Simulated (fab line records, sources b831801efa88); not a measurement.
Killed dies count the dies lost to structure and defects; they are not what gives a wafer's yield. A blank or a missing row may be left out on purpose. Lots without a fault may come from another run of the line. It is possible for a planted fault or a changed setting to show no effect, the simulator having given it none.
Comparing a struck lot with a sound one    flow sky130    39 out of 708 route steps
Sound: wafers L715.1, L715.4, L715.6. Struck: wafers L719.3, L719.4, L719.5. The cause is given at the end.
For every step that has rows: the tool of each side, followed by ch and its chambers, followed by its first start. Under that, the readings that differ: sound wafers    struck wafers    difference of the means    sigmas: that difference in standard deviations of wafers without a fault.
alike: a reading whose means differ by less than 2 such deviations, as well as words and numbers matching on both sides. not compared: withheld readings; readings where some wafer has no value; bounds like >300 that might hide an equal value; numbers whose values overlap and for which the record gives no deviation.
The two part at a step that has a row with sigmas, a row that says differs or no value, or rows on one side only. Numbers that don't overlap but have no deviation are shown without sigmas and don't part them. A reading missing from all wafers of one side parts the sides only when that side holds two or more wafers.

SKY_POLY_GATE_ETCH_15: etches BARC in N2/H2, stops on SiO2, time 118.5 s, target depth 110 nm.
  sound on rie diel-03 ch 1,2, day 19 04:16; struck on rie diel-02 ch 1,2, day 20 16:55
  alike: drypump motor current A, oes product au, throttle valve pct
  not compared: rf hours counter h
SKY_POLY_GATE_ETCH_16: etches Si3N4 in CH3F/O2, stops on poly-Si, time 147.5 s, target depth 75 nm.
  sound on rie diel-03 ch 1,2, day 19 04:20; struck on rie diel-02 ch 1,2, day 20 17:00
  alike: drypump motor current A, oes product au, throttle valve pct
  not compared: rf hours counter h
SKY_POLY_GATE_ETCH_17: etches poly-Si in HBr/Cl2, stops on SiO2, target depth 180 nm, time 70.5 s.
  sound on rie si-01 ch 1,2, day 19 04:26; struck on rie si-01 ch 0,1,3, day 20 17:06
  alike: HBr_flow_sccm, drypump motor current A, oes product au, throttle valve pct
  not compared: rf hours counter h
then, 3 steps without rows for these wafers: SKY_POLY_GATE_STRIP_18 (strips in O2/N2); SKY_POLY_GATE_CLEAN_19 (cleans in SC1/SC2, time 150 s); SKY_POLY_GATE_OXIDATION_20 (stabilise 600 s, purge 300 s, target thk 4 nm).
SKY_POLY_GATE_THK_MEAS_21:
  sound: film metro-04 at day 19 06:31; struck: film metro-04 at day 20 18:35
  alike: POLY_GATE_OXIDATION_THK
SKY_POLY_GATE_CD_MEAS_22:
  sound: cd sem-01 at day 19 06:34; struck: cd sem-01 at day 20 18:41
  alike: cd nm
then, 4 steps without rows for these wafers: SKY_LDD_N_DEHYDRATE_00 (time 60 s); SKY_LDD_N_HMDS_01 (prime time 60 s); SKY_LDD_N_COAT_02 (resist thk 300 nm); SKY_LDD_N_SOFTBAKE_03 (time 60 s).
SKY_LDD_N_EXPOSE_04: exposes mask NTM, target cd 840 nm.
  sound on iline stepper-02 ch 0, day 19 22:02; struck on iline stepper-02 ch 0, day 21 10:38
reading  sound              struck                difference  sigmas
mask     NTM#0 NTM#0 NTM#0  PSDM#0 PSDM#0 PSDM#0  differs     
then, 2 steps without rows for these wafers: SKY_LDD_N_PEB_05; SKY_LDD_N_DEVELOP_06 (develop time 60 s).
SKY_LDD_N_OVL_MEAS_07:
  sound: overlay-01 at day 20 13:55; struck: overlay-01 at day 22 01:20
reading         sound        struck  difference                     sigmas
LDD_N_OVL (nm)  1.5 0.1 3.1  - - -   no value on the struck wafers  
then, 8 steps without rows for these wafers: SKY_LDD_N_IMPLANT_08; SKY_LDD_N_IMPLANT_09; SKY_LDD_N_IMPLANT_10; SKY_LDD_N_IMPLANT_11; SKY_LDD_N_IMPLANT_12; SKY_LDD_N_IMPLANT_13; SKY_LDD_N_IMPLANT_14; SKY_LDD_N_IMPLANT_15.
SKY_LDD_N_STRIP_16: strips in O2/N2.
  sound on plasma asher-02 ch 1, day 20 15:09; struck on plasma asher-03 ch 0,1, day 22 02:36
  alike: drypump motor current A, oes product au, strip time to endpoint s
  not compared: rf hours counter h
SKY_LDD_N_TW_MEAS_17:
  sound: film metro-01 at day 20 15:15; struck: film metro-01 at day 22 02:41
reading   sound           struck    difference  sigmas
LDD_N_TW  2535 2551 2542  30 30 30  -2513       -58
then, 7 steps without rows for these wafers: SKY_LDD_P_DEHYDRATE_00 (time 60 s); SKY_LDD_P_HMDS_01 (prime time 60 s); SKY_LDD_P_COAT_02 (resist thk 1140 nm); SKY_LDD_P_SOFTBAKE_03 (time 60 s); SKY_LDD_P_EXPOSE_04 (exposes mask PSDM, target cd 380 nm); SKY_LDD_P_PEB_05; SKY_LDD_P_DEVELOP_06 (develop time 60 s).
SKY_LDD_P_CD_MEAS_07: the cd target is 380 nm.
  sound: cd sem-02 at day 21 22:03; struck: cd sem-02 at day 23 08:40
  alike: cd nm
SKY_LDD_P_OVL_MEAS_08:
  sound: overlay-01 at day 21 22:10; struck: overlay-01 at day 23 08:46
  alike: LDD_P_OVL
then, 1 step without rows for these wafers: SKY_LDD_P_IMPLANT_09.
SKY_LDD_P_STRIP_10: strips in O2/N2.
  sound on plasma asher-04 ch 0,1, day 21 22:22; struck on plasma asher-02 ch 0,1, day 23 08:58
  alike: drypump motor current A, oes product au, strip time to endpoint s
  not compared: rf hours counter h
SKY_LDD_P_TW_MEAS_11:
  sound: film metro-02 at day 21 22:28; struck: film metro-02 at day 23 09:04
reading   sound        struck          difference  sigmas
LDD_P_TW  640 640 640  2602 2597 2596  +1958       +99 or more
then, 1 step without rows for these wafers: SKY_LDD_HVN_DEHYDRATE_00 (time 60 s).

WHERE THEY PART
At SKY_LDD_N_EXPOSE_04 first; at SKY_LDD_P_TW_MEAS_11 last (within this record only).

WHY: the cause the simulator had injected
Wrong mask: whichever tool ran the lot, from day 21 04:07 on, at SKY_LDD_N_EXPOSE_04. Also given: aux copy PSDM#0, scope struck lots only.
